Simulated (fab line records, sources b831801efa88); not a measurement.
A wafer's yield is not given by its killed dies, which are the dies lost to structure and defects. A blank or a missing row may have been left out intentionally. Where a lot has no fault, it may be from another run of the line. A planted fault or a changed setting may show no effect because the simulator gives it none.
Code-filled problem report in 8D (eight disciplines) form || flow sky130 || the parts of the form that need people (team, actions taken, sign-off) are left out

== 1. WHAT WENT WRONG ==
beam-energy-keV at SKY_VT_ADJUST_HVTP_IMPLANT_09 reads a mean of 155.48 on 6 wafers of 2 lots; wafers without a fault read 150.00 with a standard deviation of 0.046. That is +99 or more standard deviations from the usual mean.
Seen first at day 11 04:17 on implanter-01, wafer L376.2. The record holds 36 wafers of 12 lots with a number at this step. By rule, "out" or "out of limits" means more than 4 standard deviations away from the usual mean. The rest of the wafers with a number are treated as sound.

== 2. WHAT IT IS, AND WHAT IT ISN'T ==
{"question": "which readings at this step", "is": "beam-energy-keV", "is not": "-"}
{"question": "which lots", "is": "L375, L376", "is not": "L358, L359, L361, L362, L364, L366, L378, L379, L380, L381"}
{"question": "which wafers of those lots", "is": "all that have a number", "is not": "-"}
{"question": "read on which tools", "is": "implanter-01", "is not": "implanter-02, implanter-04"}
{"question": "when", "is": "from day 11 04:17", "is not": "up to then (18 sound wafers); but 12 sound wafers of L378, L379, L380, L381 came after"}

== 3. THE SUSPECTS, EACH WITH WHAT RULES IT OUT ==
Counting: a tool stays on the suspect list if, at a process step up to the reading, it processed all lots that are out and no sound lot following the first of them.
- implanter-01 at SKY_VT_ADJUST_HVTP_IMPLANT_09: kept. It ran every lot that is out, first L376 (day 11 04:17), and no sound lot after that; its last sound lot up to then is L366 (day 8 01:46). Out on those wafers are its own readings of beam-energy-keV.
After counting, what remains is implanter-01 at SKY_VT_ADJUST_HVTP_IMPLANT_09.

== 4. THE CAUSE (what the simulator had put in) ==
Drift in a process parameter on implanter-01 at SKY_VT_ADJUST_HVTP_IMPLANT_09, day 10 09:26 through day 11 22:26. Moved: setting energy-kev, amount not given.
Only this tool survived the counting.

== 5. THE EFFECT CHAIN, in route order ==
Each row: a reading where the mean over the struck wafers with a number is more than 3 standard deviations away from the usual. Only readings for which the record gives a usual standard deviation are gone through. hours: the time from each lot's start at the first step in this table that gives one to its start at this step, as a median over the lots. sigmas: the change in usual standard deviations.
{"hours": 0, "step": "SKY_VT_ADJUST_HVTP_IMPLANT_09", "reading": "beam-energy-keV", "usual": 150.00, "on struck wafers": 155.48, "change": "+5.48", "sigmas": "+99 or more"}
Process steps it contains:
- SKY_VT_ADJUST_HVTP_IMPLANT_09
At these later measuring or inspecting steps, every struck wafer for which the step has a row has a number for every such reading, and none has moved that far: SKY_LDD_HVP_OVL_MEAS_07.

== 6. WHAT WOULD HAVE CAUGHT IT SOONER ==
In this record no reading fell out of limits until day 11 04:17, 19 hours after the fault had begun at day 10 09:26.
